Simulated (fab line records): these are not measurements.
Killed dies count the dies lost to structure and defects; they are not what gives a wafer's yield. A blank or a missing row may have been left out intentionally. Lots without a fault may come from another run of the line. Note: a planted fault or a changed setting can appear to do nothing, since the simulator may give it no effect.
Comparing a struck lot with a sound one + flow sky130 + 44 steps out of a route of 708
Sound: these wafers, L436.2, L436.5, L436.6. Wafers struck: L450.1, L450.4, L450.5. The cause is given at the end.
At each step with rows: each side's tool, then ch and its chambers, then its first start. Under that, the readings that differ: sound wafers + struck wafers + difference of the means + sigmas: that difference in standard deviations of wafers without a fault.
alike: a reading whose means differ by less than 2 such deviations, as well as words and numbers matching on both sides. not compared: withheld readings; readings where some wafer has no value; bounds like >300 that might hide an equal value; numbers whose values overlap and for which the record gives no deviation.
Wherever a step has rows on one side only, a row that says differs or no value, or a row with sigmas, the two part there. Numbers that have no deviation but don't overlap get no sigmas and don't part them. Lack of a reading on every wafer of one side parts them only where that side has two or more wafers.

first, 1 step without rows for these wafers: SKY_SONOS_TUNNEL_DEVELOP_06 (develop time 60 s).
SKY_SONOS_TUNNEL_CD_MEAS_07 targets a cd of 410 nm.
  struck on cd-sem-01, day 16 20:28; sound on cd-sem-02, day 12 04:35
  alike: cd-nm
SKY_SONOS_TUNNEL_OVL_MEAS_08:
  struck on overlay-02, day 16 20:35; sound on overlay-01, day 12 04:41
  alike: SONOS_TUNNEL_OVL
then, 3 steps without rows for these wafers: SKY_SONOS_TUNNEL_IMPLANT_09; SKY_SONOS_TUNNEL_WET_ETCH_10 (etches SiO2 in dHF, target depth 14 nm, time 280 s); SKY_SONOS_TUNNEL_STRIP_11 (strips in SPM, time 600 s).
SKY_SONOS_TUNNEL_TW_MEAS_12:
  struck on film-metro-01, day 16 21:02; sound on film-metro-03, day 12 05:09
  alike: SONOS_TUNNEL_TW
then, 2 steps without rows for these wafers: SKY_SONOS_TUNNEL_CLEAN_13 (cleans in dHF, time 20 s); SKY_SONOS_ONO_OXIDATION_00 (stabilise 600 s, purge 300 s, target thk 2.6 nm).
SKY_SONOS_ONO_THK_MEAS_01:
  struck on film-metro-02, day 17 00:16; sound on film-metro-02, day 12 07:32
| reading                      | sound          | struck         | difference | sigmas |
|------------------------------|----------------|----------------|------------|--------|
| SONOS_ONO_OXIDATION_THK (nm) | 2.80 2.76 2.72 | 2.59 2.58 2.57 | -0.18      | -3     |
then, 1 step without rows for these wafers: SKY_SONOS_ONO_CVD_02 (deposits Si3N4 from DCS/NH3, target thk 10.5 nm, time 180 s).
SKY_SONOS_ONO_THK_MEAS_03:
  struck on film-metro-03, day 17 01:49; sound on film-metro-02, day 12 08:39
  alike: SONOS_ONO_CVD_02_THK
SKY_SONOS_ONO_CVD_04: deposits SiO2 from SiH4/N2O, target thk 5.7199 nm.
  sound on lpcvd-03 ch 1, day 12 08:42; struck on lpcvd-03 ch 1, day 17 01:52
| reading                                    | sound             | struck            | difference | sigmas |
|--------------------------------------------|-------------------|-------------------|------------|--------|
| spike-tc-bottom-C (C)                      | 918.7 917.6 917.7 | 923.9 923.3 923.9 | +5.7       | +5     |
| spike-tc-centre-C (C)                      | 901.4 901.4 900.6 | 907.3 907.4 906.7 | +6.0       | +3     |
| spike-tc-lower-C (C)                       | 903.3 899.5 900.9 | 906.4 907.2 908.7 | +6.2       | +4     |
| spike-tc-top-C (C)                         | 913.4 912.8 913.6 | 919.3 919.5 919.1 | +6.0       | +5     |
| spike-tc-upper-C (C)                       | 898.4 897.3 896.8 | 905.8 904.9 905.0 | +7.7       | +5     |
| susceptor-temp-C (C)                       | 900.2 899.7 900.3 | 905.6 905.7 905.9 | +5.7       | +15    |
| model.SiO2_of_SONOS_ONO_CVD_04.thk-nm (nm) | 5.704 5.794 5.726 | 6.387 6.369 6.399 | +0.644     |        |
  alike: zone-power-top-pct
SKY_SONOS_ONO_THK_MEAS_05:
  struck on film-metro-03, day 17 03:07; sound on film-metro-02, day 12 09:58
| reading                   | sound          | struck         | difference | sigmas |
|---------------------------|----------------|----------------|------------|--------|
| SONOS_ONO_CVD_04_THK (nm) | 5.75 5.76 5.74 | 6.35 6.34 6.39 | +0.61      | +5     |
then, 7 steps without rows for these wafers: SKY_SONOS_ONO_DEHYDRATE_06 (time 60 s); SKY_SONOS_ONO_HMDS_07 (prime time 60 s); SKY_SONOS_ONO_COAT_08 (resist thk 1140 nm); SKY_SONOS_ONO_SOFTBAKE_09 (time 60 s); SKY_SONOS_ONO_EXPOSE_10 (exposes mask ONOM, target cd 410 nm); SKY_SONOS_ONO_PEB_11; SKY_SONOS_ONO_DEVELOP_12 (develop time 60 s).
SKY_SONOS_ONO_CD_MEAS_13 targets a cd of 410 nm.
  struck on cd-sem-02, day 18 07:51; sound on cd-sem-02, day 13 11:29
  alike: cd-nm
SKY_SONOS_ONO_OVL_MEAS_14:
  struck on overlay-01, day 18 07:58; sound on overlay-02, day 13 11:35
  alike: SONOS_ONO_OVL
SKY_SONOS_ONO_ETCH_15: etches the open film in CHF3/O2, target depth 19.52 nm, time 7.8 s.
  sound on rie-diel-02 ch 1,2, day 13 11:37; struck on rie-diel-01 ch 1,2, day 18 08:01
  alike: bias-w, drypump-motor-current-A, oes-product-au, rf-fwd-power-W, throttle-valve-pct
  not compared: rf-hours-counter-h
then, 1 step without rows for these wafers: SKY_SONOS_ONO_WET_ETCH_16 (etches SiO2 in dHF, target depth 14 nm, time 280 s).
SKY_SONOS_ONO_STRIP_17: strips in O2/N2.
  sound on plasma-asher-03 ch 0,1, day 13 11:44; struck on plasma-asher-02 ch 1, day 18 08:07
  alike: drypump-motor-current-A, oes-product-au, strip-time-to-endpoint-s
  not compared: rf-hours-counter-h
then, 3 steps without rows for these wafers: SKY_SONOS_ONO_WET_ETCH_18 (etches Si3N4 in H3PO4, target depth 15 nm, time 172 s); SKY_GATE_OXIDE_CLEAN_00 (cleans in SC1/SC2, time 150 s); SKY_GATE_OXIDE_OXIDATION_01 (stabilise 600 s, purge 300 s, target thk 10.268 nm).
SKY_GATE_OXIDE_THK_MEAS_02:
  struck on film-metro-03, day 18 10:38; sound on film-metro-03, day 13 14:13
  alike: GATE_OXIDE_OXIDATION_00_THK
then, 7 steps without rows for these wafers: SKY_GATE_OXIDE_DEHYDRATE_03 (time 60 s); SKY_GATE_OXIDE_HMDS_04 (prime time 60 s); SKY_GATE_OXIDE_COAT_05 (resist thk 1140 nm); SKY_GATE_OXIDE_SOFTBAKE_06 (time 60 s); SKY_GATE_OXIDE_EXPOSE_07 (exposes mask LVOM, target cd 600 nm); SKY_GATE_OXIDE_PEB_08; SKY_GATE_OXIDE_DEVELOP_09 (develop time 60 s).
SKY_GATE_OXIDE_OVL_MEAS_10:
  struck on overlay-02, day 19 17:06; sound on overlay-02, day 14 16:51
  alike: GATE_OXIDE_OVL
then, 2 steps without rows for these wafers: SKY_GATE_OXIDE_IMPLANT_11; SKY_GATE_OXIDE_WET_ETCH_12 (etches SiO2 in dHF, target depth 16.8 nm, time 336 s).
SKY_GATE_OXIDE_STRIP_13: strips in O2/N2.
  sound on plasma-asher-02 ch 0,1, day 14 17:08; struck on plasma-asher-04 ch 0,1, day 19 17:29
  alike: drypump-motor-current-A, oes-product-au, strip-time-to-endpoint-s
  not compared: rf-hours-counter-h
SKY_GATE_OXIDE_TW_MEAS_14:
  struck on film-metro-02, day 19 17:35; sound on film-metro-03, day 14 17:15
  alike: GATE_OXIDE_TW
SKY_GATE_OXIDE_CLEAN_15: cleans in SC1/SC2, time 150 s.
  sound on wet-bench-03 ch 2, day 14 17:18; struck on wet-bench-03 ch 2, day 19 17:39
| reading                                    | sound             | struck            | difference | sigmas |
|--------------------------------------------|-------------------|-------------------|------------|--------|
| model.SiO2_of_SONOS_ONO_CVD_04.thk-nm (nm) | 4.182 4.269 4.204 | 4.884 4.867 4.889 | +0.662     |        |
-- a jump in the record: the struck wafers' starts before and after are 30 days apart (it breaks off in module GATE_OXIDE and resumes in module PAD_OPEN, where the first step shown is number 708 of the route) --
SKY_PAD_OPEN_PROBE_99:
  struck on prober-01, day 49 19:32; sound on prober-01, day 46 10:50
| reading                                 | sound  | struck               | difference | sigmas |
|-----------------------------------------|--------|----------------------|------------|--------|
| model.etest.sonos-uncharged.r-on-ohm-um | 813.7  | 836.2 836.2 836.3    | +22.5      |        |
| model.etest.cap-ono.gate-log10-a-cm2    | -8.136 | -8.746 -8.815 -8.91  | -0.688     |        |
| model.etest.cap-ono.gate-bv-v (V)       | 16.61  | 17.14 17.22 17.19    | +0.57      |        |
| model.etest.cap-ono.tox-acc-nm (nm)     | 13.05  | 13.54 13.6 13.59     | +0.53      |        |
| model.etest.sonos-programmed.vt-v (V)   | 1.407  | 1.114 1.083 1.067    | -0.319     |        |
| model.etest.sonos-erased.vt-v (V)       | -2.181 | -1.942 -1.961 -1.97  | +0.223     |        |
| model.etest.sonos-baked.vt-v (V)        | 0.9282 | 0.6991 0.7219 0.6889 | -0.2249    |        |
  not compared: model.etest.sonos-erased.drive-ua-um

== WHERE THEY PART ==
At SKY_SONOS_ONO_THK_MEAS_01 first; at SKY_SONOS_ONO_THK_MEAS_05 last (within this record only). Later steps at which nothing parts them and some readings are alike: SKY_SONOS_ONO_CD_MEAS_13, SKY_SONOS_ONO_OVL_MEAS_14, SKY_SONOS_ONO_ETCH_15, SKY_SONOS_ONO_STRIP_17, SKY_GATE_OXIDE_THK_MEAS_02, SKY_GATE_OXIDE_OVL_MEAS_10, SKY_GATE_OXIDE_STRIP_13, SKY_GATE_OXIDE_TW_MEAS_14.

WHY: what had been put in by the simulator
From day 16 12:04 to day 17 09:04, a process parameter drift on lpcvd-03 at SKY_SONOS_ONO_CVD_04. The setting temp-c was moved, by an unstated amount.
